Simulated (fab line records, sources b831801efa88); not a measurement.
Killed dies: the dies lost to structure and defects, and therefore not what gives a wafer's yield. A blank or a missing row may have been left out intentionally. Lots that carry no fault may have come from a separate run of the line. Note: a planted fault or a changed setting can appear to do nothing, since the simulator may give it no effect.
Which tool is to blame?	flow sky130	Sampling: 11 lots, 33 wafers, 5 of 708 route steps

WHAT THE GAUGES SHOWED, per wafer
SKY_LI_CONTACT_BOW_MEAS_03. Usual: LI_CONTACT_BOW 57 um, standard deviation 6.9.
lot	measured	on	LI_CONTACT_BOW (um)	flag
L165	day 27 21:48	filmMetro-02	66 53 61	
L168	day 29 09:11	filmMetro-02	60 56 48	
L170	day 29 20:36	filmMetro-04	57 58 67	
L171	day 30 06:40	filmMetro-01	59 51 53	
L174	day 30 23:26	filmMetro-04	65 74 67	
L175	day 31 11:53	filmMetro-04	59 51 57	
L176	day 32 00:01	filmMetro-01	71 55 59	
L182	day 33 17:37	filmMetro-04	54 56 57	
L185	day 34 14:28	filmMetro-04	39 52 54	
L186	day 35 01:56	filmMetro-02	54 61 60	
L188	day 35 21:19	filmMetro-04	55 48 57	

SKY_VIA2_THK_MEAS_01. Usual: VIA2_HDPCVD_THK 1183 nm, standard deviation 12.
lot	measured	on	VIA2_HDPCVD_THK (nm)	flag
L165	day 35 04:14	filmMetro-03	1179 1192 1188	
L168	day 36 11:34	filmMetro-04	1154 1177 1186	
L170	day 36 23:01	filmMetro-01	1180 1172 1159	
L171	day 37 07:58	filmMetro-03	1178 1183 1188	
L174	day 38 01:14	filmMetro-03	1174 1479 1475	OFF
L175	day 38 10:24	filmMetro-01	1178 1496 1187	OFF
L176	day 38 21:57	filmMetro-03	1182 1194 1196	
L182	day 40 12:47	filmMetro-04	1185 1194 1198	
L185	day 41 07:50	filmMetro-01	1167 1191 1174	
L186	day 41 18:32	filmMetro-03	1197 1188 1191	
L188	day 42 11:44	filmMetro-03	1194 1196 1192	

TOOL THAT RAN EACH LOT (tool first, then ch and the chambers of the sampled wafers, then the start)
lot	SKY_LDD_HVP_STRIP_09	SKY_CONTACT_SPUTTER_23	SKY_VIA2_HDPCVD_00
L165	plasmaAsher-03 ch 0,1, day 21 12:52	pvdSputter-02, day 31 15:20	hdpcvd-02 ch 0,1,2, day 35 04:07
L168	plasmaAsher-03 ch 0,1, day 22 22:49	pvdSputter-02, day 33 00:37	hdpcvd-02 ch 1,2, day 36 11:26
L170	plasmaAsher-04 ch 0,1, day 23 14:40	pvdSputter-03, day 33 11:34	hdpcvd-01 ch 1,2, day 36 22:53
L171	plasmaAsher-02 ch 0,1, day 24 00:49	pvdSputter-02, day 33 20:08	hdpcvd-02 ch 0,1,2, day 37 07:50
L174	plasmaAsher-03 ch 0,1, day 24 19:58	pvdSputter-01, day 34 14:44	hdpcvd-01 ch 0,2, day 38 01:06
L175	plasmaAsher-02 ch 0,1, day 25 07:45	pvdSputter-01, day 34 23:26	hdpcvd-01 ch 0,2, day 38 10:16
L176	plasmaAsher-02 ch 0,1, day 25 21:34	pvdSputter-03, day 35 12:16	hdpcvd-02 ch 0,1,2, day 38 21:49
L182	plasmaAsher-04 ch 0,1, day 27 16:16	pvdSputter-02, day 37 04:07	hdpcvd-02 ch 1,2, day 40 12:40
L185	plasmaAsher-03 ch 0, day 28 18:40	pvdSputter-02, day 37 23:16	hdpcvd-01 ch 0,1, day 41 07:43
L186	plasmaAsher-03 ch 0,1, day 29 05:58	pvdSputter-01, day 38 12:07	hdpcvd-02 ch 0,1,2, day 41 18:24
L188	plasmaAsher-04 ch 0,1, day 30 00:19	pvdSputter-01, day 39 05:06	hdpcvd-01 ch 0,1,2, day 42 11:36
- SKY_LDD_HVP_STRIP_09: strips in O2/N2.
- SKY_CONTACT_SPUTTER_23: material TiN, target thk 20 nm, time 80 s.
- SKY_VIA2_HDPCVD_00: deposits SiO2, target thk 1180 nm, time 196.7 s.

AS READ BY THE TOOLS THEMSELVES (means over the sampled wafers that have a number; for cases with no such wafer, the mark the record gives instead)
SKY_LDD_HVP_STRIP_09. Usual: drypumpMotorCurrentA 5.9 A, standard deviation 0.44; oesProductAu 0.408 a.u., standard deviation 0.0047; stripTimeToEndpointS 4.137 s, standard deviation 0.017.
lot	tool	drypumpMotorCurrentA (A)	oesProductAu (a.u.)	stripTimeToEndpointS (s)	flag
L165	plasmaAsher-03	6.1	0.408	4.160	
L168	plasmaAsher-03	5.9	0.408	4.122	
L170	plasmaAsher-04	5.6	0.410	4.121	
L171	plasmaAsher-02	5.6	0.402	4.132	
L174	plasmaAsher-03	5.9	0.406	4.129	
L175	plasmaAsher-02	6.1	0.410	4.164	
L176	plasmaAsher-02	5.6	0.406	4.116	
L182	plasmaAsher-04	5.8	0.410	4.118	
L185	plasmaAsher-03	6.2	0.413	4.165	
L186	plasmaAsher-03	5.9	0.407	4.138	
L188	plasmaAsher-04	5.7	0.410	4.138	

SKY_CONTACT_SPUTTER_23. Usual: throttleValvePct 29.4 %, standard deviation 1.
lot	tool	throttleValvePct (%)	flag
L165	pvdSputter-02	28.9	
L168	pvdSputter-02	29.1	
L170	pvdSputter-03	31.1	
L171	pvdSputter-02	29.2	
L174	pvdSputter-01	28.7	
L175	pvdSputter-01	29.0	
L176	pvdSputter-03	31.1	
L182	pvdSputter-02	29.0	
L185	pvdSputter-02	28.8	
L186	pvdSputter-01	28.5	
L188	pvdSputter-01	29.3	

SKY_VIA2_HDPCVD_00. Usual: runLengthS 224.0 s, standard deviation 0.45.
lot	tool	runLengthS (s)	flag
L165	hdpcvd-02	223.6	
L168	hdpcvd-02	224.3	
L170	hdpcvd-01	224.5	
L171	hdpcvd-02	223.9	
L174	hdpcvd-01	258.7	OFF
L175	hdpcvd-01	241.8	OFF
L176	hdpcvd-02	223.9	
L182	hdpcvd-02	224.1	
L185	hdpcvd-01	223.6	
L186	hdpcvd-02	224.3	
L188	hdpcvd-01	223.9	

THE ANSWER, worked out from the rows above alone
Rule: take the mean of a lot's wafers that have a number; if it is more than 3 standard deviations from the usual mean, the lot is off. A lot without any number at a reading at which 4 lots or more have one is off too. Any other lot the step has rows for is counted as sound. First the gauges in route order, then the tools' own readings, where a lot's mean is used as printed above. The first step at which some lot is off is used, and at that step the reading that is off furthest; a lot without a number counts as furthest.
Off: at SKY_VIA2_THK_MEAS_01 (VIA2_HDPCVD_THK), L174, L175.
A tool fits if, at a process step before that reading, it ran every lot that is off, and no sound lot after the first of them. The gauges at SKY_VIA2_THK_MEAS_01 aren't tried: what is off there is off at SKY_VIA2_HDPCVD_00 too, on other tools, and a gauge's error can't cause that. None of those tried fits.

WHAT WAS PUT IN BY THE SIMULATOR
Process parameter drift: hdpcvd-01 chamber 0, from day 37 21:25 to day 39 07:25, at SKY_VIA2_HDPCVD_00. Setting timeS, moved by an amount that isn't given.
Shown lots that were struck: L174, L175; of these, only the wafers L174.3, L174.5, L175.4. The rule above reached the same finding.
